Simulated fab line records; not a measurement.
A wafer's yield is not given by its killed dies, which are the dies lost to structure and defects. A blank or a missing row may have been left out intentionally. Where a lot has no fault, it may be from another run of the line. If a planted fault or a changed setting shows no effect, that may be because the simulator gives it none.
Struck lot and sound lot, side by side ; flow gf180mcu ; 16 steps out of a route of 602
Sound: these wafers, L884.2, L884.5, L884.6. Struck: wafer L892.1 (L892.2, L892.4, from the same lot, were not struck and are left out); the cause is given at the end.
Order at every step that has rows: each side's tool, ch and its chambers, its first start. Under that, the readings that differ: sound wafers ; struck wafers ; difference of the means ; sigmas: that difference in standard deviations of wafers without a fault.
alike: same words and numbers on both sides, and readings whose means sit less than 2 such deviations apart. not compared: any withheld reading, any reading some wafer has no value for, any bound like >300 that may hide the same value, and any number with overlapping values for which the record gives no deviation.
The two part at a step that has a row with sigmas, a row that says differs or no value, or rows on one side only. Non-overlapping numbers with no deviation appear without sigmas and do not part them. Lack of a reading on every wafer of one side parts them only where that side has two or more wafers.

first, 6 steps without rows for these wafers: GF_TOP_METAL_HMDS_08 (prime time 60 s); GF_TOP_METAL_COAT_09 (resist thk 1500 nm); GF_TOP_METAL_SOFTBAKE_10 (time 60 s); GF_TOP_METAL_EXPOSE_11 (exposes mask MetalTop, target cd 440 nm); GF_TOP_METAL_PEB_12; GF_TOP_METAL_DEVELOP_13 (develop time 60 s).
GF_TOP_METAL_CD_MEAS_14: target cd 440 nm.
  sound on cd sem-01 at day 30 07:56; struck on cd sem-02 at day 32 12:55
  alike: cd nm
GF_TOP_METAL_OVL_MEAS_15:
  sound on overlay-01 at day 30 08:02; struck on overlay-02 at day 32 13:02
  alike: TOP_METAL_OVL
GF_TOP_METAL_METAL_ETCH_16: etches the open film in Cl2/BCl3, stops on SiO2, target depth 1197 nm, time 199.5 s.
  sound on rie metal-04 ch 0,1, day 30 08:04; struck on rie metal-01 ch 0, day 32 13:04
  alike: drypump motor current A, oes product au, throttle valve pct
  not compared: rf hours counter h
GF_TOP_METAL_STRIP_17: strips in O2/N2.
  sound on plasma asher-04 ch 0,1, day 30 08:15; struck on plasma asher-03 ch 1, day 32 13:16
reading;sound;struck;difference;sigmas
heater power w (W);350 366 312;290;-53;-2
oes product au (a.u.);0.720 0.712 0.714;0.705;-0.010;-2
  alike: drypump motor current A, strip time to endpoint s
  not compared: rf hours counter h
then, 2 steps without rows for these wafers: GF_TOP_METAL_STRIP_18 (strips in post etch residue remover, time 1200 s); GF_TOP_METAL_CLEAN_19 (cleans in DIW).
GF_PASSIVATION_CVD_00: deposits SiO2 from TEOS, target thk 1000 nm, time 111.95 s.
  sound on pecvd-03 ch 1,2, day 30 08:47; struck on pecvd-02 ch 1, day 32 13:47
reading;sound;struck;difference;sigmas
model.SiO2_of_PASSIVATION_CVD_00.thk nm (nm);995.5 993.2 1002;691.3;-305.6;
  alike: heater power w
GF_PASSIVATION_THK_MEAS_01:
  sound on film metro-02 at day 30 08:53; struck on film metro-04 at day 32 13:52
reading;sound;struck;difference;sigmas
PASSIVATION_CVD_00_THK (nm);995 993 1002;691;-306;-25
GF_PASSIVATION_CVD_02: deposits Si3N4, target thk 700 nm, time 486.18 s.
  sound on pecvd-02 ch 0,1, day 30 08:56; struck on pecvd-03 ch 2, day 32 13:56
  alike: heater power w
GF_PASSIVATION_PROBE_99:
  the record has rows for the struck wafers here (prober-02, day 33 07:35) and none for the sound ones

## WHERE THEY PART
Last at GF_PASSIVATION_PROBE_99 as far as this record goes, first at GF_TOP_METAL_STRIP_17.

WHY: what had been put in by the simulator
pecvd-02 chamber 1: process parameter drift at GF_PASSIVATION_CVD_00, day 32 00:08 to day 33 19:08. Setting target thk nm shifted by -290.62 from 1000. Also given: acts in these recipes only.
